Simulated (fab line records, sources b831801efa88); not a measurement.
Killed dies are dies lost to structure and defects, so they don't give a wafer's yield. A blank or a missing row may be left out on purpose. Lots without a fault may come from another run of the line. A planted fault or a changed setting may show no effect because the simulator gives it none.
Chamber matching | flow sky130 | SKY_PASSIVATION_CVD_00 on pecvd-03: 3 sister chambers
The step deposits SiO2, target thk 90 nm. 6 wafers are shown with their chamber, then 8 later ones without.

WAFERS WITH THEIR CHAMBER
wafer  | chamber | heater_power_w (W) | susceptor_temp_C (C)
L080.3 | 1       | 649                | 400.40
L081.1 | 1       | 535                | 399.46
L081.3 | 2       | 844                | 400.03
L082.3 | 0       | 541                | 400.02
L082.6 | 2       | 854                | 400.10
L085.1 | 0       | 481                | 399.62

WAFERS WITHOUT THEIR CHAMBER
wafer  | heater_power_w (W) | susceptor_temp_C (C)
L085.4 | 842                | 400.16
L085.6 | 467                | 400.04
L092.1 | 508                | 400.02
L092.3 | 820                | 399.58
L092.6 | 839                | 400.04
L095.4 | 591                | 399.50
L095.5 | 505                | 399.57
L095.6 | 603                | 399.74

WHICH CHAMBER EACH WENT THROUGH
wafer  | from the rows above     | in truth
L085.4 | 2                       | 2
L085.6 | can't be placed: 0 or 1 | 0
L092.1 | can't be placed: 0 or 1 | 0
L092.3 | 2                       | 2
L092.6 | 2                       | 2
L095.4 | can't be placed: 1 or 0 | 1
L095.5 | can't be placed: 0 or 1 | 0
L095.6 | can't be placed: 1 or 0 | 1
Placed correctly: 3 of 8. Can't be placed from these rows: 5 (the true chamber is among the candidates in 5). Placed wrongly: 0.
How it was worked out, from the rows above alone: a wafer's distance from a chamber is the root of the sum, over the readings, of the square of ((its reading less the chamber's mean) divided by the reading's scatter). The wafer belongs to the nearest chamber; if the next one is less than 2 further off, it can't be placed. A chamber's mean is the mean of its shown wafers. The scatter: the root of (the sum of the squares of (reading less its chamber's mean) over the shown wafers, divided by (wafers less chambers)).
